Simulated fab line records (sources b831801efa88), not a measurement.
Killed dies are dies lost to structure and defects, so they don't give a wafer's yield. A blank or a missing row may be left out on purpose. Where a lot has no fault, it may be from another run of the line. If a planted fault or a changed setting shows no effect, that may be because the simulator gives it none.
fab line records ; flow sfq-line
[record] lots = 5; wafers = 23
route steps=325 shown I6@277 M7@282 I7@296
start-h: start of the lot's first displayed wafer, in hours after the record's first day ; wait-h: hours elapsed since this lot's preceding step ; " repeats the value in the row above ; L1.1+2: a row that stands for several wafers ; - either no value or no given start ; * or withheld: withheld ; < > ~ a bound
route shown NAME@n: a module of which the file shows steps, and the number in the route of the first ; usual: average and standard deviation across the fault-free wafers ; same: alike in all rows ; chamber/n: place in a boat ; sites: readings site by site ; _std_site: the standard deviation of these ; _edge_site: outer sites' mean less inner sites' ; radius-mm: for every site, how far away it sits from the centre of the wafer ; mask NAME#n: copy n ; behind: the most recent tool/chamber to have shaped the wafer ; hold: reason for holding the lot/hours on hold/outcome of the hold ; device: the n, p or np transistor that did not switch ; end of line: the tests these same wafers got at the end of their route ; for a step that has no rows: nothing shown but its recipe ; killed: dies that structure and defects cost at the first sort, which is not the same as the wafer's yield ; map: dies across one wafer; x = killed, . = not, _ = none there
set.NAME: the setting the step ran with; set.NAME@STEP: the setting that earlier step ran with ; model.NAME: the simulator's own value behind a step, which no gauge read
lots run with intentionally changed settings; tables by step, rows by wafer
[[steps]]
[step SFQ_TRILAYER_I6_VIA_BARC_OPEN_VIA_ETCH_235]
[recipe] mask-material = PR; chemistry = O2; target-depth-nm = 125; target = BARC; source-w = 500; bias-w = 80; pressure-mtorr = 30; time-s = 41.7
lot.wafer;tool;chamber;start-h;wait-h;set.source-w;set.resist-thk-nm@TRILAYER_I6_VIA_LITHO_COAT_174;model.KrF_of_TRILAYER_I6_VIA_LITHO_COAT_169.thk-nm;model.etch.depth-nm
L074.1;rie-diel-04;2;1575.61;0.0;443.2;60.94;577;60.82
L074.2;rie-diel-04;3;1575.61;0.0;443.2;62;579.2;61.99
L074.3;rie-diel-04;1;1575.61;0.0;500;60.94;571.2;60.86
L074.5;rie-diel-04;2;1575.61;0.0;500;60.94;574;60.94
L074.6;rie-diel-04;3;1575.61;0.0;500;62;572.8;61.97
L077.2;rie-diel-02;3;1598.59;0.0;500;62;572.9;-
L077.3;rie-diel-02;0;1598.59;0.0;455.4;62;576.3;-
L077.4;rie-diel-02;2;1598.59;0.0;500;62;572;61.92
L077.5;rie-diel-02;2;1598.59;0.0;455.4;62;578.8;-
L077.6;rie-diel-02;3;1598.59;0.0;500;62;573.9;-
L081.1;rie-diel-02;1;1623.79;0.0;456.8;59.57;574.4;59.48
L081.2;rie-diel-02;3;1623.79;0.0;500;59.57;570.9;59.53
L081.3;rie-diel-02;2;1623.79;0.0;456.8;62;572.3;-
L081.4;rie-diel-02;0;1623.79;0.0;500;62;569.4;62
L081.5;rie-diel-02;2;1623.79;0.0;456.8;62;572.8;-
L082.2;rie-diel-01;3;1624.99;0.0;500;62;572.1;62.32
L082.3;rie-diel-01;2;1624.99;0.0;500;62;574.4;62.31
L082.4;rie-diel-01;1;1624.99;0.0;500;62;572.6;62.32
L085.1;rie-diel-01;3;1640.59;0.0;500;62;573;-
L085.2;rie-diel-01;2;1640.59;0.0;500;62;572.7;-
L085.3;rie-diel-01;0;1640.59;0.0;517;65.42;572.2;-
L085.5;rie-diel-01;3;1640.59;0.0;517;65.42;572.4;-
L085.6;rie-diel-01;2;1640.59;0.0;500;65.42;571.8;-
[step SFQ_TRILAYER_M7_DEP_SPUTTER_175]
[recipe] material = Nb; base-pressure-pa = 1.33e-06; chamber-pressure-pa = 0.1333; substrate-temp-c = 20; target-thk-nm = 200; power-w = 2000; time-s = 133.3
lot.wafer;tool;chamber;start-h;wait-h;set.time-s;model.Nb_of_TRILAYER_M7_DEP_SPUTTER_175.thk-nm
L074.1;pvd-sputter-06;-;1576.59;0.0;133.3;197.3
L074.2;pvd-sputter-06;-;1576.59;0.0;133.3;198.5
L074.3;pvd-sputter-06;-;1576.59;0.0;133.3;199.8
L074.5;pvd-sputter-06;-;1576.59;0.0;133.3;198.1
L074.6;pvd-sputter-06;-;1576.59;0.0;133.3;198.4
L077.2;pvd-sputter-04;-;1599.55;0.0;144.8;217.8
L077.3;pvd-sputter-04;-;1599.55;0.0;133.3;202.7
L077.4;pvd-sputter-04;-;1599.55;0.0;133.3;200.6
L077.5;pvd-sputter-04;-;1599.55;0.0;133.3;201.6
L077.6;pvd-sputter-04;-;1599.55;0.0;144.8;218.1
L081.1;pvd-sputter-04;-;1624.75;0.0;133.3;195.7
L081.2;pvd-sputter-04;-;1624.75;0.0;133.3;199.4
L081.3;pvd-sputter-04;-;1624.75;0.0;133.3;197.1
L081.4;pvd-sputter-04;-;1624.75;0.0;133.3;198.2
L081.5;pvd-sputter-04;-;1624.75;0.0;133.3;195.3
L082.2;pvd-sputter-05;-;1625.95;0.0;133.3;200.3
L082.3;pvd-sputter-05;-;1625.95;0.0;133.3;201.3
L082.4;pvd-sputter-05;-;1625.95;0.0;133.3;202
L085.1;pvd-sputter-04;-;1641.56;0.0;113.8;172
L085.2;pvd-sputter-04;-;1641.56;0.0;133.3;199
L085.3;pvd-sputter-04;-;1641.56;0.0;113.8;170.4
L085.5;pvd-sputter-04;-;1641.56;0.0;113.8;172.3
L085.6;pvd-sputter-04;-;1641.56;0.0;133.3;196.6
[step SFQ_M7_RS_MEAS_943]
[recipe] thk-meas-gauge = four-point-probe; reads = Nb_of_TRILAYER_M7_DEP_SPUTTER_175
[usual] M7_NB_RS = 0.893/0.01
lot.wafer;tool;chamber;start-h;wait-h;set.time-s@TRILAYER_M7_DEP_SPUTTER_175;M7_NB_RS[ohm/sq]
L074.1;film-metro-03;-;1576.68;0.0;133.3;0.904
L074.2;film-metro-03;-;1576.68;0.0;133.3;0.898
L074.3;film-metro-03;-;1576.68;0.0;133.3;0.891
L074.5;film-metro-03;-;1576.68;0.0;133.3;0.898
L074.6;film-metro-03;-;1576.68;0.0;133.3;0.900
L077.2;film-metro-01;-;1599.66;0.1;144.8;0.815
L077.3;film-metro-01;-;1599.66;0.1;133.3;0.878
L077.4;film-metro-01;-;1599.66;0.1;133.3;0.886
L077.5;film-metro-01;-;1599.66;0.1;133.3;0.880
L077.6;film-metro-01;-;1599.66;0.1;144.8;0.814
L081.1;film-metro-01;-;1624.84;0.0;133.3;0.908
L081.2;film-metro-01;-;1624.84;0.0;133.3;0.892
L081.3;film-metro-01;-;1624.84;0.0;133.3;0.902
L081.4;film-metro-01;-;1624.84;0.0;133.3;0.895
L081.5;film-metro-01;-;1624.84;0.0;133.3;0.911
L082.2;film-metro-02;-;1626.07;0.1;133.3;0.887
L082.3;film-metro-02;-;1626.07;0.1;133.3;0.882
L082.4;film-metro-02;-;1626.07;0.1;133.3;0.880
L085.1;film-metro-01;-;1641.65;0.0;113.8;1.034
L085.2;film-metro-01;-;1641.65;0.0;133.3;0.892
L085.3;film-metro-01;-;1641.65;0.0;113.8;1.044
L085.5;film-metro-01;-;1641.65;0.0;113.8;1.035
L085.6;film-metro-01;-;1641.65;0.0;133.3;0.903
[step SFQ_TRILAYER_M7_LITHO_PEB_180]
[recipe] peb-temp-c = 115; peb-time-s = 60; resist = KrF
lot.wafer;tool;chamber;start-h;wait-h;set.peb-time-s
L074.1+2+5;litho-track-01;0;1685.85;1.0;56.09
L074.3+6;litho-track-01;0;1685.85;1.0;60
L077.2+3+4;litho-track-01;0;1712.43;0.8;60
L077.5+6;litho-track-01;0;1712.43;0.8;56.95
L081.1+3+4;litho-track-03;0;1731.60;1.0;51.08
L081.2+5;litho-track-03;0;1731.60;1.0;60
L082.2+3+4;litho-track-01;0;1732.83;0.8;60
L085.1+2+3+5+6;litho-track-04;0;1748.99;1.0;60
[step SFQ_TRILAYER_M7_LITHO_DEVELOP_179]
[recipe] time-s = 60; resist = KrF
[step SFQ_TRILAYER_M7_BARC_OPEN_METAL_ETCH_229]
[recipe] mask-material = PR; chemistry = O2; target-depth-nm = 125; target = BARC; icp-w = 600; bias-w = 80; pressure-mtorr = 10; time-s = 41.7
lot.wafer;tool;chamber;start-h;wait-h;set.peb-time-s@TRILAYER_M7_LITHO_PEB_180;model.M7.cd-nm
L074.1;rie-metal-01;1;1686.19;0.0;56.09;507.9
L074.2;rie-metal-01;0;1686.19;0.0;56.09;508.5
L074.3;rie-metal-01;1;1686.19;0.0;60;497.8
L074.5;rie-metal-01;1;1686.19;0.0;56.09;506.6
L074.6;rie-metal-01;0;1686.19;0.0;60;499
L077.2;rie-metal-03;1;1712.76;0.0;60;497.5
L077.3;rie-metal-03;1;1712.76;0.0;60;497.3
L077.4;rie-metal-03;1;1712.76;0.0;60;496.8
L077.5;rie-metal-03;1;1712.76;0.0;56.95;504.4
L077.6;rie-metal-03;1;1712.76;0.0;56.95;505.2
L081.1;rie-metal-01;0;1731.94;0.0;51.08;525.3
L081.2;rie-metal-01;1;1731.94;0.0;60;501.6
L081.3;rie-metal-01;0;1731.94;0.0;51.08;524.7
L081.4;rie-metal-01;1;1731.94;0.0;51.08;524.3
L081.5;rie-metal-01;1;1731.94;0.0;60;500.2
L082.2;rie-metal-02;0;1733.14;0.0;60;498.9
L082.3;rie-metal-02;1;1733.14;0.0;60;497.5
L082.4;rie-metal-02;0;1733.14;0.0;60;499.2
L085.1;rie-metal-02;0;1749.32;0.0;60;500.3
L085.2;rie-metal-02;1;1749.32;0.0;60;498.9
L085.3+5;rie-metal-02;1,0;1749.32;0.0;60;499.3
L085.6;rie-metal-02;1;1749.32;0.0;60;497.9
[step SFQ_TRILAYER_M7_ETCH_METAL_ETCH_180]
[recipe] target = Nb; stop-on = SiO2; mask-material = PR; chemistry = Cl2/Ar; target-depth-nm = 240; icp-w = 584.1; bias-w = 80; pressure-mtorr = 10; time-s = 120
[usual] oes-product-au = 0.892/0.0076
lot.wafer;tool;chamber;start-h;wait-h;set.time-s@TRILAYER_M7_DEP_SPUTTER_175;set.peb-time-s@TRILAYER_M7_LITHO_PEB_180;oes-product-au;model.M7.cd-nm
L074.1;rie-metal-01;1;1686.25;0.0;133.3;56.09;0.886;505.4
L074.2;rie-metal-01;0;1686.25;0.0;133.3;56.09;0.892;505.8
L074.3;rie-metal-01;1;1686.25;0.0;133.3;60;0.890;496.1
L074.5;rie-metal-01;1;1686.25;0.0;133.3;56.09;0.881;504.4
L074.6;rie-metal-01;0;1686.25;0.0;133.3;60;0.888;498
L077.2;rie-metal-03;1;1712.90;0.1;144.8;60;0.938;496.7
L077.3;rie-metal-03;1;1712.90;0.1;133.3;60;0.906;497.1
L077.4;rie-metal-03;1;1712.90;0.1;133.3;60;0.892;495.5
L077.5;rie-metal-03;1;1712.90;0.1;133.3;56.95;0.905;502.8
L077.6;rie-metal-03;1;1712.90;0.1;144.8;56.95;0.934;503.1
L081.1;rie-metal-01;0;1732.00;0.0;133.3;51.08;0.885;524.8
L081.2;rie-metal-01;1;1732.00;0.0;133.3;60;0.891;500.9
L081.3;rie-metal-01;0;1732.00;0.0;133.3;51.08;0.885;525.1
L081.4;rie-metal-01;1;1732.00;0.0;133.3;51.08;0.890;523.8
L081.5;rie-metal-01;1;1732.00;0.0;133.3;60;0.880;500.4
L082.2;rie-metal-02;0;1733.20;0.0;133.3;60;0.893;499.6
L082.3;rie-metal-02;1;1733.20;0.0;133.3;60;0.895;494.6
L082.4;rie-metal-02;0;1733.20;0.0;133.3;60;0.904;500.1
L085.1;rie-metal-02;0;1749.38;0.0;113.8;60;0.825;499.7
L085.2;rie-metal-02;1;1749.38;0.0;133.3;60;0.895;496
L085.3;rie-metal-02;1;1749.38;0.0;113.8;60;0.816;496.4
L085.5;rie-metal-02;0;1749.38;0.0;113.8;60;0.818;499
L085.6;rie-metal-02;1;1749.38;0.0;133.3;60;0.885;494.8
[step SFQ_TRILAYER_I7_DEP_PECVD_183]
[recipe] material = SiO2; temp-c = 150; time-s = 111.11; pressure-torr = 2.4; rf-w = 183.3; precursor = SiH4/N2O; target-thk-nm = 500
lot.wafer;tool;chamber;start-h;wait-h;set.time-s;model.SiO2_of_TRILAYER_I7_DEP_PECVD_183.thk-nm
L074.1;pecvd-03;2;1687.15;0.0;111.11;485.4
L074.2;pecvd-03;1;1687.15;0.0;111.11;501.5
L074.3;pecvd-03;0;1687.15;0.0;111.11;497.4
L074.5;pecvd-03;2;1687.15;0.0;111.11;500.2
L074.6;pecvd-03;0;1687.15;0.0;111.11;500.8
L077.2;pecvd-04;1;1714.48;0.0;111.11;494.8
L077.3;pecvd-04;2;1714.48;0.0;96.08;417.7
L077.4;pecvd-04;2;1714.48;0.0;96.08;433.9
L077.5;pecvd-04;0;1714.48;0.0;111.11;501.6
L077.6;pecvd-04;1;1714.48;0.0;96.08;435.6
L081.1;pecvd-04;0;1732.91;0.0;111.11;493.1
L081.2;pecvd-04;2;1732.91;0.0;111.11;487.8
L081.3;pecvd-04;2;1732.91;0.0;111.11;503.7
L081.4;pecvd-04;0;1732.91;0.0;111.11;499.7
L081.5;pecvd-04;2;1732.91;0.0;111.11;494.3
L082.2;pecvd-03;1;1734.10;0.0;111.11;499
L082.3;pecvd-03;0;1734.10;0.0;111.11;497.3
L082.4;pecvd-03;1;1734.10;0.0;111.11;507.5
L085.1;pecvd-03;0;1750.28;0.0;120.5;541.7
L085.2;pecvd-03;1;1750.28;0.0;111.11;498.6
L085.3;pecvd-03;2;1750.28;0.0;120.5;537.9
L085.5;pecvd-03;1;1750.28;0.0;111.11;510.8
L085.6;pecvd-03;2;1750.28;0.0;120.5;546.1
[step SFQ_TRILAYER_I7_CMP_CMP_184]
[recipe] material = SiO2; down-force-psi = 3; platen-rpm = 60; pad-velocity-m-s = 0.94248
[usual] time-to-endpoint-s = 215/7.4
lot.wafer;tool;chamber;start-h;wait-h;set.time-s@TRILAYER_I7_DEP_PECVD_183;time-to-endpoint-s
L074.2;cmp-01;0;1687.23;0.0;111.11;214
L074.3;cmp-01;2;1688.23;1.0;111.11;226
L074.1;cmp-01;3;1688.23;1.0;111.11;205
L074.6;cmp-01;0;1688.23;1.0;111.11;210
L074.5;cmp-01;1;1688.23;1.0;111.11;222
L077.3;cmp-02;2;1716.18;1.7;96.08;162
L077.2;cmp-02;0;1717.18;2.7;111.11;200
L077.4;cmp-02;1;1717.18;2.7;96.08;160
L077.6;cmp-02;2;1717.18;2.7;96.08;172
L077.5;cmp-02;3;1717.18;2.7;111.11;209
L081.2;cmp-02;1;1734.96;2.0;111.11;207
L081.3;cmp-02;2;1734.96;2.0;111.11;227
L081.4;cmp-02;3;1734.96;2.0;111.11;218
L081.1;cmp-02;0;1734.96;2.0;111.11;216
L081.5;cmp-02;2;1737.46;4.4;111.11;226
L082.3;cmp-01;1;1736.06;1.9;111.11;210
L082.2;cmp-01;2;1736.06;1.9;111.11;221
L082.4;cmp-01;3;1736.06;1.9;111.11;220
L085.1;cmp-01;3;1750.96;0.6;120.5;249
L085.3;cmp-01;0;1750.96;0.6;120.5;238
L085.2;cmp-01;2;1752.46;2.1;111.11;218
L085.6;cmp-01;3;1752.46;2.1;120.5;248
L085.5;cmp-01;0;1752.46;2.1;111.11;218
[step SFQ_TRILAYER_I7_VIA_LITHO_COAT_187]
[recipe] resist = KrF; spin-rpm = 3000; resist-thk-nm = 650
lot.wafer;tool;chamber;start-h;wait-h;set.spin-rpm;model.KrF_of_TRILAYER_I7_VIA_LITHO_COAT_187.thk-nm
L074.1;litho-track-02;0;1691.85;0.2;2880;661.6
L074.2;litho-track-02;0;1691.85;0.2;3000;647.1
L074.3;litho-track-02;0;1691.85;0.2;2880;662
L074.5+6;litho-track-02;0;1691.85;0.2;3000;648.8
L077.2;litho-track-02;0;1720.85;0.2;3000;649.1
L077.3+6;litho-track-02;0;1720.85;0.2;3000;648.5
L077.4;litho-track-02;0;1720.85;0.2;3000;649
L077.5;litho-track-02;0;1720.85;0.2;3000;647.6
L081.1;litho-track-02;0;1739.58;0.2;3000;649.6
L081.2;litho-track-02;0;1739.58;0.2;3223;628.1
L081.3;litho-track-02;0;1739.58;0.2;3223;625.7
L081.4;litho-track-02;0;1739.58;0.2;3000;649.3
L081.5;litho-track-02;0;1739.58;0.2;3223;625.1
L082.2;litho-track-03;0;1740.23;0.2;3000;645.9
L082.3;litho-track-03;0;1740.23;0.2;3000;647.4
L082.4;litho-track-03;0;1740.23;0.2;3000;644.7
L085.1;litho-track-03;0;1755.58;0.2;3000;647
L085.2;litho-track-03;0;1755.58;0.2;2834;666.2
L085.3;litho-track-03;0;1755.58;0.2;2834;665.5
L085.5;litho-track-03;0;1755.58;0.2;3000;648.8
L085.6;litho-track-03;0;1755.58;0.2;2834;667.5
[step SFQ_TRILAYER_I7_VIA_LITHO_SOFTBAKE_191]
[recipe] temp-c = withheld; time-s = withheld; resist = KrF
[step SFQ_TRILAYER_I7_VIA_LITHO_EXPOSE_188]
[recipe] mask-id = I7; na = 0.6; source-shape = conventional; sigma-outer = 0.65; target-cd-nm = 1000; dose-mj = 21.3
[step SFQ_TRILAYER_I7_VIA_LITHO_DEVELOP_189]
[recipe] time-s = 60; resist = KrF
[step SFQ_TRILAYER_I7_VIA_BARC_OPEN_VIA_ETCH_260]
[recipe] mask-material = PR; chemistry = O2; target-depth-nm = 125; target = BARC; source-w = 500; bias-w = 80; pressure-mtorr = 30; time-s = 41.7
lot.wafer;tool;chamber;start-h;wait-h;set.spin-rpm@TRILAYER_I7_VIA_LITHO_COAT_187;model.KrF_of_TRILAYER_I7_VIA_LITHO_COAT_187.thk-nm
L074.1;rie-diel-02;1;1700.61;0.0;2880;585
L074.2;rie-diel-02;3;1700.61;0.0;3000;569.6
L074.3;rie-diel-02;2;1700.61;0.0;2880;584.2
L074.5;rie-diel-02;3;1700.61;0.0;3000;571.5
L074.6;rie-diel-02;0;1700.61;0.0;3000;572.1
L077.2;rie-diel-03;1;1803.32;0.0;3000;571.6
L077.3;rie-diel-03;2;1803.32;0.0;3000;572.7
L077.4;rie-diel-03;0;1803.32;0.0;3000;572
L077.5;rie-diel-03;0;1803.32;0.0;3000;571.1
L077.6;rie-diel-03;3;1803.32;0.0;3000;570.8
L081.1;rie-diel-03;1;1827.04;0.0;3000;572.2
L081.2;rie-diel-03;0;1827.04;0.0;3223;551.2
L081.3;rie-diel-03;3;1827.04;0.0;3223;548.1
L081.4;rie-diel-03;2;1827.04;0.0;3000;573.6
L081.5;rie-diel-03;2;1827.04;0.0;3223;549.5
L082.2;rie-diel-01;2;1828.24;0.0;3000;568.7
L082.3;rie-diel-01;3;1828.24;0.0;3000;571.3
L082.4;rie-diel-01;1;1828.24;0.0;3000;567.6
L085.1;rie-diel-03;2;1841.44;0.0;3000;571.3
L085.2;rie-diel-03;1;1841.44;0.0;2834;588
L085.3;rie-diel-03;3;1841.44;0.0;2834;587.2
L085.5;rie-diel-03;0;1841.44;0.0;3000;572
L085.6;rie-diel-03;3;1841.44;0.0;2834;589.3
[step SFQ_TRILAYER_I7_VIA_ETCH_VIA_ETCH_190]
[recipe] target = SiO2; stop-on = Nb; mask-material = PR; taper-deg = 20; chemistry = CHF3; target-depth-nm = 260; source-w = 500; bias-w = 80; pressure-mtorr = 30; time-s = withheld
lot.wafer;tool;chamber;start-h;wait-h;set.source-w;set.spin-rpm@TRILAYER_I7_VIA_LITHO_COAT_187;model.KrF_of_TRILAYER_I7_VIA_LITHO_COAT_187.thk-nm
L074.1;rie-diel-02;1;1700.65;0.0;500;2880;540.4
L074.2;rie-diel-02;3;1700.65;0.0;500;3000;524.2
L074.3;rie-diel-02;2;1700.65;0.0;500;2880;538.3
L074.5;rie-diel-02;3;1700.65;0.0;500;3000;525.9
L074.6;rie-diel-02;0;1700.65;0.0;500;3000;528
L077.2;rie-diel-03;1;1803.36;0.0;463.5;3000;527.5
L077.3;rie-diel-03;2;1803.36;0.0;500;3000;529.1
L077.4;rie-diel-03;0;1803.36;0.0;463.5;3000;528.5
L077.5;rie-diel-03;0;1803.36;0.0;463.5;3000;527.7
L077.6;rie-diel-03;3;1803.36;0.0;500;3000;525.7
L081.1;rie-diel-03;1;1827.08;0.0;477.8;3000;527.6
L081.2;rie-diel-03;0;1827.08;0.0;477.8;3223;506.9
L081.3;rie-diel-03;3;1827.08;0.0;500;3223;502.5
L081.4;rie-diel-03;2;1827.08;0.0;500;3000;529.6
L081.5;rie-diel-03;2;1827.08;0.0;477.8;3223;506.7
L082.2;rie-diel-01;2;1828.28;0.0;500;3000;523.7
L082.3;rie-diel-01;3;1828.28;0.0;500;3000;527.3
L082.4;rie-diel-01;1;1828.28;0.0;500;3000;522.9
L085.1;rie-diel-03;2;1841.48;0.0;500;3000;527.6
L085.2;rie-diel-03;1;1841.48;0.0;500;2834;542.4
L085.3;rie-diel-03;3;1841.48;0.0;500;2834;541.2
L085.5;rie-diel-03;0;1841.48;0.0;500;3000;526.8
L085.6;rie-diel-03;3;1841.48;0.0;500;2834;543.4
[[key]]
[split] step = SFQ_TRILAYER_I6_VIA_BARC_OPEN_VIA_ETCH_235; setting = source-w; stated = 500; by = wafer
[response] step = SFQ_TRILAYER_I6_VIA_BARC_OPEN_VIA_ETCH_235; reading = model.KrF_of_TRILAYER_I6_VIA_LITHO_COAT_169.thk-nm; change = -0.441; per = 1%; r = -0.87
[split] step = SFQ_TRILAYER_M7_DEP_SPUTTER_175; setting = time-s; stated = 133.3; by = wafer
[response] step = SFQ_TRILAYER_M7_DEP_SPUTTER_175; reading = model.Nb_of_TRILAYER_M7_DEP_SPUTTER_175.thk-nm; change = +1.82; per = 1%; r = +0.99
[response] step = SFQ_M7_RS_MEAS_943; reading = M7_NB_RS; change = -0.00909; per = 1%; r = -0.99
[response] step = SFQ_TRILAYER_M7_ETCH_METAL_ETCH_180; reading = oes-product-au; change = +0.00459; per = 1%; r = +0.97
[split] step = SFQ_TRILAYER_M7_LITHO_PEB_180; setting = peb-time-s; stated = 60; by = wafer
[response] step = SFQ_TRILAYER_M7_BARC_OPEN_METAL_ETCH_229; reading = model.M7.cd-nm; change = -1.57; per = 1%; r = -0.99
[response] step = SFQ_TRILAYER_M7_ETCH_METAL_ETCH_180; reading = model.M7.cd-nm; change = -1.53; per = 1%; r = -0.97
[split] step = SFQ_TRILAYER_I7_DEP_PECVD_183; setting = time-s; stated = 111.11; by = wafer
[response] step = SFQ_TRILAYER_I7_DEP_PECVD_183; reading = model.SiO2_of_TRILAYER_I7_DEP_PECVD_183.thk-nm; change = +4.91; per = 1%; r = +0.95
[response] step = SFQ_TRILAYER_I7_CMP_CMP_184; reading = time-to-endpoint-s; change = *; per = 1%; r = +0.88
[split] step = SFQ_TRILAYER_I7_VIA_LITHO_COAT_187; setting = spin-rpm; stated = 3000; by = wafer
[response] step = SFQ_TRILAYER_I7_VIA_LITHO_COAT_187; reading = model.KrF_of_TRILAYER_I7_VIA_LITHO_COAT_187.thk-nm; change = -3.22; per = 1%; r = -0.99
[response] step = SFQ_TRILAYER_I7_VIA_BARC_OPEN_VIA_ETCH_260; reading = model.KrF_of_TRILAYER_I7_VIA_LITHO_COAT_187.thk-nm; change = -3.13; per = 1%; r = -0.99
[response] step = SFQ_TRILAYER_I7_VIA_ETCH_VIA_ETCH_190; reading = model.KrF_of_TRILAYER_I7_VIA_LITHO_COAT_187.thk-nm; change = -3.04; per = 1%; r = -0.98
[split] step = SFQ_TRILAYER_I7_VIA_ETCH_VIA_ETCH_190; setting = source-w; stated = 500; by = wafer
response none clear
split outside-this-file step=SFQ_TRILAYER_I6_VIA_LITHO_COAT_174 setting=resist-thk-nm
// split outside-this-file: this setting was split too, and the file shows its column; the key of that split is in another file
